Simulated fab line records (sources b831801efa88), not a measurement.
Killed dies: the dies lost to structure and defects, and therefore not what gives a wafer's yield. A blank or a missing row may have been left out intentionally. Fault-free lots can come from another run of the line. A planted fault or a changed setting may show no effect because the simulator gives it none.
Which of the tools did it? + flow gf180mcu + Sampling: 11 lots, 33 wafers, 5 of 602 route steps

WHAT THE GAUGES SHOWED, per wafer
GF_V2_BOW_MEAS_05.
| lot  | measured     | on           | V2_BOW (um)       |
|------|--------------|--------------|-------------------|
| L987 | day 19 03:51 | filmMetro-04 | 108 110 117       |
| L988 | day 19 11:59 | filmMetro-03 | 101 109 107       |
| L989 | day 20 01:07 | filmMetro-03 | 105 95 107        |
| L990 | day 20 10:28 | filmMetro-03 | 105 100 90        |
| L994 | day 22 01:09 | filmMetro-01 | 102 100 101 - - - |
| L101 | day 24 11:46 | filmMetro-03 | 89 97 88          |
| L103 | day 24 23:53 | filmMetro-03 | 101 109 107       |
| L106 | day 25 20:58 | filmMetro-03 | 91 100 100        |
| L108 | day 26 13:35 | filmMetro-01 | 91 95 100         |
| L109 | day 26 18:26 | filmMetro-04 | 86 105 97         |
| L110 | day 27 06:21 | filmMetro-04 | 109 109 108       |

GF_V2_CD_MEAS_14 targets a cd of 260 nm.
| lot  | measured     | on       | cdNm (nm)         |
|------|--------------|----------|-------------------|
| L987 | day 20 04:34 | cdSem-01 | 259.8 259.9 260.9 |
| L988 | day 20 12:06 | cdSem-01 | 263.1 261.4 260.9 |
| L989 | day 21 00:46 | cdSem-01 | 260.0 259.6 260.4 |
| L990 | day 21 10:02 | cdSem-01 | 260.9 259.6 260.5 |
| L994 | day 23 00:09 | cdSem-01 | 261.4 261.3 261.6 |
| L101 | day 25 09:29 | cdSem-02 | 258.6 260.7 260.4 |
| L103 | day 25 21:01 | cdSem-01 | 261.0 260.6 259.5 |
| L106 | day 26 17:59 | cdSem-01 | 258.0 257.5 258.7 |
| L108 | day 27 10:06 | cdSem-02 | 263.4 262.0 262.3 |
| L109 | day 27 14:47 | cdSem-01 | 260.3 260.7 260.8 |
| L110 | day 28 01:48 | cdSem-02 | 260.1 262.2 260.7 |

TOOL THAT RAN EACH LOT (tool first, then ch and the chambers of the sampled wafers, then the start)
| lot  | GF_V1_SPUTTER_22            | GF_M2_STRIP_17                      | GF_V2_CMP_04                  |
|------|-----------------------------|-------------------------------------|-------------------------------|
| L987 | pvdSputter-01, day 18 01:07 | plasmaAsher-03 ch 0,1, day 19 02:43 | cmp-01 ch 0,3, day 19 03:35   |
| L988 | pvdSputter-04, day 18 09:17 | plasmaAsher-03 ch 0,1, day 19 10:53 | cmp-02 ch 0,2,3, day 19 11:44 |
| L989 | pvdSputter-01, day 18 21:53 | plasmaAsher-02 ch 0,1, day 19 23:34 | cmp-01 ch 0,2,3, day 20 00:54 |
| L990 | pvdSputter-03, day 19 08:02 | plasmaAsher-02 ch 0,1, day 20 09:19 | cmp-02 ch 1,2,3, day 20 10:14 |
| L994 | pvdSputter-01, day 20 23:44 | plasmaAsher-01 ch 0,1, day 21 23:58 | cmp-02 ch 1,3, day 22 00:54   |
| L101 | pvdSputter-01, day 23 10:53 | plasmaAsher-03 ch 0,1, day 24 10:37 | cmp-01 ch 1,2, day 24 11:27   |
| L103 | pvdSputter-04, day 24 00:20 | plasmaAsher-03 ch 1, day 24 22:46   | cmp-01 ch 1,2,3, day 24 23:40 |
| L106 | pvdSputter-04, day 24 21:29 | plasmaAsher-02 ch 1, day 25 19:52   | cmp-02 ch 0,1,2, day 25 20:46 |
| L108 | pvdSputter-01, day 25 15:09 | plasmaAsher-02 ch 0,1, day 26 12:28 | cmp-01 ch 0,2,3, day 26 13:17 |
| L109 | pvdSputter-01, day 25 19:39 | plasmaAsher-02 ch 0,1, day 26 17:18 | cmp-01 ch 0,1,3, day 26 18:08 |
| L110 | pvdSputter-01, day 26 08:17 | plasmaAsher-03 ch 0,1, day 27 05:15 | cmp-02 ch 1,2,3, day 27 06:03 |
- GF_V1_SPUTTER_22: material TiN, target thk 10 nm, time 40 s.
- GF_M2_STRIP_17: strips in O2/N2.
- GF_V2_CMP_04: polishes SiO2.

AS READ BY THE TOOLS THEMSELVES (means over the sampled wafers that have a number; for cases with no such wafer, the mark the record gives instead)
GF_V1_SPUTTER_22.
| lot  | tool          | chamberPressurePa (Pa) | throttleValvePct (%) |
|------|---------------|------------------------|----------------------|
| L987 | pvdSputter-01 | 4.998                  | 29.2                 |
| L988 | pvdSputter-04 | 4.991                  | 29.8                 |
| L989 | pvdSputter-01 | 5.008                  | 28.8                 |
| L990 | pvdSputter-03 | 4.999                  | 29.9                 |
| L994 | pvdSputter-01 | 5.004                  | 29.8                 |
| L101 | pvdSputter-01 | 4.996                  | 30.3                 |
| L103 | pvdSputter-04 | 5.003                  | 29.1                 |
| L106 | pvdSputter-04 | 5.004                  | 30.1                 |
| L108 | pvdSputter-01 | 4.993                  | 28.8                 |
| L109 | pvdSputter-01 | 5.005                  | 30.0                 |
| L110 | pvdSputter-01 | 5.002                  | 29.6                 |

GF_M2_STRIP_17.
| lot  | tool           | drypumpMotorCurrentA (A) | heaterPowerW (W) | oesProductAu (a.u.) | stripTimeToEndpointS (s) |
|------|----------------|--------------------------|------------------|---------------------|--------------------------|
| L987 | plasmaAsher-03 | 5.6                      | 300              | 0.558               | 7.88                     |
| L988 | plasmaAsher-03 | 5.6                      | 298              | 0.563               | 7.93                     |
| L989 | plasmaAsher-02 | 6.0                      | 367              | 0.560               | 7.88                     |
| L990 | plasmaAsher-02 | 6.1                      | 394              | 0.553               | 7.86                     |
| L994 | plasmaAsher-01 | 5.7                      | 348              | 0.558               | 7.91                     |
| L101 | plasmaAsher-03 | 5.6                      | 294              | 0.563               | 7.94                     |
| L103 | plasmaAsher-03 | 5.2                      | 289              | 0.562               | 7.94                     |
| L106 | plasmaAsher-02 | 6.3                      | 416              | 0.555               | 7.88                     |
| L108 | plasmaAsher-02 | 6.0                      | 376              | 0.563               | 7.96                     |
| L109 | plasmaAsher-02 | 6.0                      | 378              | 0.562               | 7.92                     |
| L110 | plasmaAsher-03 | 5.6                      | 297              | 0.559               | 7.92                     |

GF_V2_CMP_04.
| lot  | tool   | motorCurrentA (A) | slurryFilterDpKPa (kPa) | timeToEndpointS (s) |
|------|--------|-------------------|-------------------------|---------------------|
| L987 | cmp-01 | 11.8              | 13.51                   | 79                  |
| L988 | cmp-02 | 13.0              | 13.53                   | 83                  |
| L989 | cmp-01 | 11.1              | 13.59                   | 79                  |
| L990 | cmp-02 | 13.9              | 13.55                   | 79                  |
| L994 | cmp-02 | 14.0              | 13.55                   | 89                  |
| L101 | cmp-01 | 11.9              | 13.55                   | 75                  |
| L103 | cmp-01 | 11.8              | 13.41                   | 78                  |
| L106 | cmp-02 | 12.8              | 13.36                   | 78                  |
| L108 | cmp-01 | 11.7              | 13.54                   | 78                  |
| L109 | cmp-01 | 11.7              | 13.50                   | 76                  |
| L110 | cmp-02 | 13.4              | 13.60                   | 82                  |

THE ANSWER, worked out from the rows above alone
Rule: usual is defined by the lots themselves. The widest of any qualifying gaps counts: lots, ordered by their means at a reading, are off when they make up no more than a third of the lots, leave a main group of 4 or more, and stand apart from it by 3 or more times the standard deviation of that group's means. The tables above print the reading to a certain number of digits; a main group whose means all agree to those digits is not used. A lot without any number at a reading at which 4 lots or more have one is off too. Any other lot the step has rows for is counted as sound. Order of review: gauges by route order, followed by the tools' own readings, for which a lot's mean as printed above is used. At the first step where some lot is off, the reading lying furthest off is the one used; lots without a number count as furthest.
None of the lots is off at any reading shown; this tells nothing.

WHAT THE SIMULATOR PUT IN
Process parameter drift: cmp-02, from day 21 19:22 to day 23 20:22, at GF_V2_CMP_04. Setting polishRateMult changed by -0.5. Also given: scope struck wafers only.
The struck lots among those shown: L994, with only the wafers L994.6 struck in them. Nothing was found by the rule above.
